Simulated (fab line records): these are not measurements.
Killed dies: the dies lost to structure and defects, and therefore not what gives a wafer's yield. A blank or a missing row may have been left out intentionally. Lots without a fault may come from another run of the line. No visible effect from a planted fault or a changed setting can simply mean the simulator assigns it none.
Lot-split experiment + flow sfqLine + on a route of 325 steps: 5 lots, 23 wafers read

THE SPLIT
At SFQ_TRILAYER_M2_ETCH_METAL_ETCH_060 (etches Nb in Cl2/Ar, stops on SiO2, target depth 240 nm, time 120 s), the setting timeS was moved away from the recipe's 120 s on 9 of the 23 wafers read, by -12.6% to +14.2%. This setting was run at the recipe's value on the other wafers.

The reading is taken at the split's own step.

THE READING
SiO2_of_TRILAYER_I1_DEP_PECVD_045.thkNm (the simulator's own value, which no gauge read), in nm, at SFQ_TRILAYER_M2_ETCH_METAL_ETCH_060 (etches Nb in Cl2/Ar, stops on SiO2, target depth 240 nm, time 120 s). There is no usual value for it anywhere in the file. Average 193.4 nm, standard deviation 1.1 nm, over the 14 wafers here run with the recipe.

| wafer  | tool, chamber at the split | timeS as run, s | against the recipe | SiO2_of_TRILAYER_I1_DEP_PECVD_045.thkNm, nm | against lot-mates on the recipe |
|--------|----------------------------|-----------------|--------------------|---------------------------------------------|---------------------------------|
| L074.1 | rieMetal-02, 1             | 120             | recipe             | 193.4                                       | -                               |
| L074.2 | rieMetal-02, 1             | 120             | recipe             | 193.3                                       | -                               |
| L074.6 | rieMetal-02, 1             | 120             | recipe             | 192.9                                       | -                               |
| L075.1 | rieMetal-03, 1             | 120             | recipe             | 195                                         | -                               |
| L075.2 | rieMetal-03, 0             | 137.1           | +14.2%             | 189.8                                       | -5.2                            |
| L075.3 | rieMetal-03, 0             | 120             | recipe             | 195                                         | -                               |
| L075.5 | rieMetal-03, 0             | 137.1           | +14.2%             | 191.8                                       | -3.2                            |
| L075.6 | rieMetal-03, 1             | 137.1           | +14.2%             | 190.6                                       | -4.4                            |
| L077.1 | rieMetal-02, 1             | 120             | recipe             | 193.2                                       | -                               |
| L077.2 | rieMetal-02, 0             | 120             | recipe             | 194.1                                       | -                               |
| L077.4 | rieMetal-02, 1             | 120             | recipe             | 194.5                                       | -                               |
| L077.5 | rieMetal-02, 1             | 120             | recipe             | 193                                         | -                               |
| L077.6 | rieMetal-02, 0             | 120             | recipe             | 194.4                                       | -                               |
| L078.1 | rieMetal-02, 1             | 120             | recipe             | 192                                         | -                               |
| L078.2 | rieMetal-02, 0             | 104.9           | -12.6%             | 193.9                                       | +2.2                            |
| L078.3 | rieMetal-02, 1             | 120             | recipe             | 191.4                                       | -                               |
| L078.4 | rieMetal-02, 0             | 104.9           | -12.6%             | 193.9                                       | +2.2                            |
| L078.5 | rieMetal-02, 1             | 104.9           | -12.6%             | 194.2                                       | +2.5                            |
| L080.1 | rieMetal-02, 0             | 127.9           | +6.6%              | 192.1                                       | -0.9                            |
| L080.2 | rieMetal-02, 1             | 120             | recipe             | 191.8                                       | -                               |
| L080.4 | rieMetal-02, 1             | 120             | recipe             | 194.2                                       | -                               |
| L080.5 | rieMetal-02, 1             | 127.9           | +6.6%              | 191.6                                       | -1.4                            |
| L080.6 | rieMetal-02, 0             | 127.9           | +6.6%              | 192.6                                       | -0.4                            |

FIT RESULTS
A straight line over all 23 wafers: SiO2_of_TRILAYER_I1_DEP_PECVD_045.thkNm changes by -0.128 nm for each +1% of timeS; r = -0.67; the points scatter about the line by 1.1 nm.
The same after taking each lot's own level away (the mean of its wafers on the recipe; 23 wafers): -0.234 nm for each +1%; r = -0.92; scatter 0.77 nm.
On that fit, the largest move of timeS shifts the reading by 3.3 nm.
Measured against the standard deviation above, the lots' own levels, which go from 191.70 to 195.00 nm, span 3.0 times it.
So the lot-to-lot level blurs the effect unless lot-mates are compared.
Check: -3.05 nm against its lot-mates is what the line predicts for one of the wafers moved furthest among these (+14.2%) when that wafer is left out of the fit. It came out at -5.2 nm against them.

OTHER SPLITS ON THESE WAFERS
Before the reading, these wafers also passed through other splits. Each is held against what the fit with the lots' levels taken away leaves over:
| other split on the same wafers          | wafers away from the commonest value | r with SiO2_of_TRILAYER_I1_DEP_PECVD_045.thkNm (lot level and that fit taken away) |
|-----------------------------------------|--------------------------------------|------------------------------------------------------------------------------------|
| SFQ_TRILAYER_M1_LITHO_PEB_042 pebTimeS  | 10                                   | +0.13                                                                              |
| SFQ_TRILAYER_M2_LITHO_COAT_062 spinRpm  | 4                                    | +0.26                                                                              |
| SFQ_TRILAYER_M2_LITHO_COAT_057 spinRpm  | 6                                    | -0.16                                                                              |
| SFQ_TRILAYER_M2_LITHO_EXPOSE_058 doseMj | 9                                    | +0.32                                                                              |

THE WHOLE CHAIN: every reading that the file lists as answering this split, in the file's order
| step                                | what it does                                                        | reading                                                                                  | change (the file's fit)                                                                         | r (the file's) |
|-------------------------------------|---------------------------------------------------------------------|------------------------------------------------------------------------------------------|-------------------------------------------------------------------------------------------------|----------------|
| SFQ_TRILAYER_M2_ETCH_METAL_ETCH_060 | etches Nb in Cl2/Ar, stops on SiO2, target depth 240 nm, time 120 s | SiO2_of_TRILAYER_I1_DEP_PECVD_045.thkNm (the simulator's own value, which no gauge read) | -0.233 nm for each +1% of the setting                                                           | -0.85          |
| SFQ_TRILAYER_M2_ETCH_METAL_ETCH_060 | etches Nb in Cl2/Ar, stops on SiO2, target depth 240 nm, time 120 s | KrF_of_TRILAYER_M2_LITHO_COAT_057.thkNm (the simulator's own value, which no gauge read) | -1.39 nm for each +1% of the setting, in a fit together with spinRpm@TRILAYER_M2_LITHO_COAT_057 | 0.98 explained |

FILE'S OWN FIT
SiO2_of_TRILAYER_I1_DEP_PECVD_045.thkNm changes by -0.233 nm for each +1% of timeS, r = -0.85.
